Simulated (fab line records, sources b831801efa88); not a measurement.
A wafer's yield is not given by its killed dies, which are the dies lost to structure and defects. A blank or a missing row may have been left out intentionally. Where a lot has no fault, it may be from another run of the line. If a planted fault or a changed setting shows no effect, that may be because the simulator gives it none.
Check of tool commonality	flow sky130	45 wafers sampled across 15 lots

THE REASON FOR OPENING IT
SKY_NWELL_TW_MEAS_26, reading NWELL_2_TW: flagged on 3 of 15 lots. Fault-free wafers read 496, with a standard deviation of 3.6.
Rule: flag the lot when none of its wafers has a number, or when each of its wafers that has one lies beyond 4 standard deviations from that mean. The other lots count as sound.

lot	measured	on	NWELL_2_TW, wafer by wafer	flag
L298	day 5 07:03	film metro-02	494 492 494	
L300	day 5 16:50	film metro-02	491 489 493	
L305	day 7 04:56	film metro-04	557 558 556	FLAGGED
L306	day 7 11:44	film metro-01	551 549 552	FLAGGED
L307	day 7 21:53	film metro-02	551 554 552	FLAGGED
L311	day 8 15:41	film metro-04	504 499 502	
L312	day 9 00:58	film metro-01	496 495 496	
L313	day 9 05:26	film metro-01	497 497 498	
L315	day 9 20:00	film metro-02	494 493 495	
L316	day 10 01:44	film metro-02	494 495 492	
L317	day 10 03:02	film metro-02	493 494 493	
L318	day 10 14:36	film metro-02	494 493 493	
L319	day 10 21:56	film metro-04	500 501 500	
L320	day 11 02:10	film metro-04	495 498 501	
L321	day 11 06:10	film metro-01	499 499 499	
The mean of the flagged lots' numbers is 553, +57 from the usual (+16 standard deviations).

TOOL THAT RAN EACH LOT
Before the reading, the record contains 2 process steps out of a 708-step route. Every cell lists first the tool, next ch and the chambers used by the sampled wafers, and last the start.
lot	flag	SKY_FIELD_ISO_ETCH_15	SKY_PWDE_COAT_02
L298		rie diel-04 ch 0,1,3, day 2 04:00	litho track-04 ch 0, day 3 11:28
L300		rie diel-04 ch 0,1,2, day 2 15:21	litho track-01 ch 0, day 3 20:35
L305	FLAGGED	rie diel-01 ch 2,3, day 3 17:00	litho track-04, day 5 04:41
L306	FLAGGED	rie diel-03 ch 0,1,2, day 4 02:45	litho track-04, day 5 10:37
L307	FLAGGED	rie diel-04 ch 1,2,3, day 4 07:18	litho track-01, day 5 19:08
L311		rie diel-04 ch 0,1, day 4 23:52	litho track-02 ch 0, day 6 11:17
L312		rie diel-03 ch 1,2,3, day 5 07:00	litho track-01 ch 0, day 6 19:44
L313		rie diel-04 ch 0,1, day 5 11:03	litho track-04 ch 0, day 7 00:56
L315		rie diel-04 ch 0,2, day 5 21:36	litho track-02 ch 0, day 7 12:43
L316		rie diel-01 ch 1,2, day 6 03:49	litho track-04 ch 0, day 7 17:25
L317		rie diel-04 ch 1,2, day 6 07:48	litho track-04 ch 0, day 7 20:55
L318		rie diel-01 ch 0,3, day 6 15:04	litho track-01 ch 0, day 8 06:55
L319		rie diel-03 ch 0,1,3, day 6 18:28	litho track-01 ch 0, day 8 12:35
L320		rie diel-03 ch 2,3, day 7 00:28	litho track-01 ch 0, day 8 17:35
L321		rie diel-01 ch 0,1,3, day 7 05:42	litho track-04 ch 0, day 8 20:23
What these steps do:
- SKY_FIELD_ISO_ETCH_15: etches the open film in CHF3/O2, stops on Si, target depth 180 nm, time 72 s.
- SKY_PWDE_COAT_02: resist thk 3000 nm.
- SKY_NWELL_TW_MEAS_26

FLAGGED AGAINST TOTAL, ONE TOOL AT A TIME (gauges that did the reading follow at the end)
step	tool	lots run	flagged	share of the flagged lots	sound lots run after its first flagged lot
SKY_FIELD_ISO_ETCH_15	rie diel-01	4	1	some	3 (L316,L318,L321)
SKY_FIELD_ISO_ETCH_15	rie diel-03	4	1	some	3 (L312,L319,L320)
SKY_FIELD_ISO_ETCH_15	rie diel-04	7	1	some	4 (L311,L313,L315,L317)
SKY_PWDE_COAT_02	litho track-01	6	1	some	4 (L312,L318,L319,L320)
SKY_PWDE_COAT_02	litho track-02	2	0	none	-
SKY_PWDE_COAT_02	litho track-04	7	2	some	4 (L313,L316,L317,L321)
SKY_NWELL_TW_MEAS_26	film metro-01	4	1	some	3 (L312,L313,L321)
SKY_NWELL_TW_MEAS_26	film metro-02	7	1	some	4 (L315,L316,L317,L318)
SKY_NWELL_TW_MEAS_26	film metro-04	4	1	some	3 (L311,L319,L320)

WHAT THE TABLE PERMITS
No row of the table ran every flagged lot.

WHAT THE SIMULATOR PUT IN
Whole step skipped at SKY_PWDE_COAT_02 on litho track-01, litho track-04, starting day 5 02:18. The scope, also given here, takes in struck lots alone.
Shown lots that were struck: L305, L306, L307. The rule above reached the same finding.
